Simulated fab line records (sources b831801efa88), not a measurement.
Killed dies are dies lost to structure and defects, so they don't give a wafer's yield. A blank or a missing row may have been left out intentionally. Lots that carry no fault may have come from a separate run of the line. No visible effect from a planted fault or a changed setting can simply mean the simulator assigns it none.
Chamber matching :: flow gf180mcu :: GF_SAB_CVD_00 on pecvd-03: 3 sister chambers
The step deposits SiO2 from TEOS, target thk 50 nm, time 4.9302 s. 16 wafers are shown with their chamber, then 8 later ones without.

## WAFERS, EACH WITH ITS CHAMBER
wafer: L074.2
chamber: 2
heater power w (W): 571

wafer: L074.4
chamber: 1
heater power w (W): 575

wafer: L074.6
chamber: 0
heater power w (W): 575

wafer: L076.1
chamber: 2
heater power w (W): 648

wafer: L076.4
chamber: 2
heater power w (W): 661

wafer: L076.5
chamber: 0
heater power w (W): 579

wafer: L080.3
chamber: 2
heater power w (W): 620

wafer: L080.4
chamber: 0
heater power w (W): 666

wafer: L080.6
chamber: 2
heater power w (W): 633

wafer: L082.1
chamber: 0
heater power w (W): 645

wafer: L082.4
chamber: 1
heater power w (W): 532

wafer: L082.6
chamber: 2
heater power w (W): 604

wafer: L083.3
chamber: 2
heater power w (W): 651

wafer: L083.4
chamber: 1
heater power w (W): 542

wafer: L083.5
chamber: 2
heater power w (W): 648

wafer: L087.3
chamber: 1
heater power w (W): 556

SIGNATURES (averages over the wafers above)
reading: heater power w
chamber 0: 616.25
chamber 1: 551.25
chamber 2: 629.50
scatter within a chamber: 32.5
Rule: a wafer lies at a distance from a chamber equal to the root of the sum of squares, over the readings, of (its reading less the chamber's mean, divided by the reading's scatter). The wafer belongs to the nearest chamber; if the next one is less than 2 further off, it can't be placed. The scatter is the square root of a quotient: the sum, over the shown wafers, of each reading's squared deviation from its chamber's mean, divided by wafers minus chambers.

## WAFERS WHOSE CHAMBER IS MISSING
wafer: L087.4
heater power w (W): 581

wafer: L087.6
heater power w (W): 691

wafer: L094.1
heater power w (W): 584

wafer: L094.3
heater power w (W): 591

wafer: L094.6
heater power w (W): 584

wafer: L095.1
heater power w (W): 679

wafer: L095.2
heater power w (W): 676

wafer: L095.3
heater power w (W): 517

## WHICH CHAMBER EACH WENT THROUGH
wafer: L087.4
from the rows above: can't be placed: 1 or 0 or 2
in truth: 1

wafer: L087.6
from the rows above: can't be placed: 2 or 0
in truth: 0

wafer: L094.1
from the rows above: can't be placed: 0 or 1 or 2
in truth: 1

wafer: L094.3
from the rows above: can't be placed: 0 or 2 or 1
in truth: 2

wafer: L094.6
from the rows above: can't be placed: 0 or 1 or 2
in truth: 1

wafer: L095.1
from the rows above: can't be placed: 2 or 0
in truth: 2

wafer: L095.2
from the rows above: can't be placed: 2 or 0
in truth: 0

wafer: L095.3
from the rows above: can't be placed: 1 or 0
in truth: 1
Correct placement for 0 of the 8. From these rows, 8 cannot be placed; in 8 the true chamber is one of the candidates. 0 placed wrongly.
